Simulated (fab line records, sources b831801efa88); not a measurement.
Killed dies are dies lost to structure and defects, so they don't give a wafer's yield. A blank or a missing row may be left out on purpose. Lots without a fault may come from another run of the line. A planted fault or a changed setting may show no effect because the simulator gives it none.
One fault seen from 2 desks | flow gf180mcu | each desk has only its own numbers; what lay behind them comes last

THE TOOL OWNER'S DESK: rie_si-02
The tool's own readings at GF_POLY_GATE_ETCH_13 (etches poly-Si in HBr/Cl2, stops on SiO2, target depth 198.5 nm, time 69.6 s): means of the sampled wafers that have a number, for each lot that ran on this tool. A lot is out of limits, marked OUT, if its mean lies more than 4 standard deviations from the usual mean; the brackets give that distance.
Columns: A = drypump_motor_current_A at GF_POLY_GATE_ETCH_13, usual 5.5 A; B = oes_product_au at GF_POLY_GATE_ETCH_13, usual 0.990 a.u.; C = run_length_s at GF_POLY_GATE_ETCH_13, usual 97.9 s; D = throttle_valve_pct at GF_POLY_GATE_ETCH_13, usual 33.683 %
lot  | first seen here | A   | B     | C                | D
L477 | day 12 05:52    | 5.4 | 0.990 | 97.5             | 33.681
L482 | day 13 19:37    | 5.0 | 0.975 | 99.6 (+4.0) OUT  | 33.682
L483 | day 13 22:04    | 5.3 | 0.999 | 99.3             | 33.671
L484 | day 14 06:16    | 5.3 | 0.975 | 100.8 (+7.1) OUT | 33.684
This desk's finding: out of limits on L482, L484; first on L482, day 13 19:37 (run_length_s at GF_POLY_GATE_ETCH_13). In limits: L477, L483.

THE METROLOGY DESK
What the gauges read, lot by lot, whatever tool the lot ran on: means of the sampled wafers that have a number. A lot is out of limits, marked OUT, if its mean lies more than 4 standard deviations from the usual mean; the brackets give that distance.
Columns: A = POLY_GATE_CVD_00_THK at GF_POLY_GATE_THK_MEAS_01, usual 200.9 nm; B = cd_nm at GF_POLY_GATE_CD_MEAS_10, usual 280.1 nm; C = POLY_GATE_OVL at GF_POLY_GATE_OVL_MEAS_11, usual -2 nm
lot  | first seen here | A     | B     | C
L472 | day 10 04:01    | 197.9 | 281.2 | 5
L477 | day 11 10:37    | 202.3 | 280.7 | 2
L482 | day 12 23:07    | 200.4 | 278.5 | 1
L483 | day 13 01:53    | 204.9 | 278.9 | -12
L484 | day 13 09:35    | 200.1 | 280.6 | -3
L485 | day 13 18:39    | 201.1 | 278.9 | -2
L490 | day 15 04:15    | 201.2 | 278.7 | -2
This desk's finding: nothing out of limits on any of the 7 lots.

PUT TOGETHER
The tool owner's desk could have raised an alarm at day 13 19:37, on L482, L484.
The metrology desk saw nothing out of limits.
The metrology desk has L482, L484 on record, within its limits.
Of the lots named, all ran GF_POLY_GATE_ETCH_13 on rie_si-02.

WHAT THE SIMULATOR HAD PUT IN
Process parameter drift: rie_si-02, from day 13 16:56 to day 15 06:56, at GF_POLY_GATE_ETCH_13. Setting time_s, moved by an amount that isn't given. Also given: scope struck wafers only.
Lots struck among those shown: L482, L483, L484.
Hours from the fault's start to each desk's first reading out of limits: the tool owner's desk, 3.
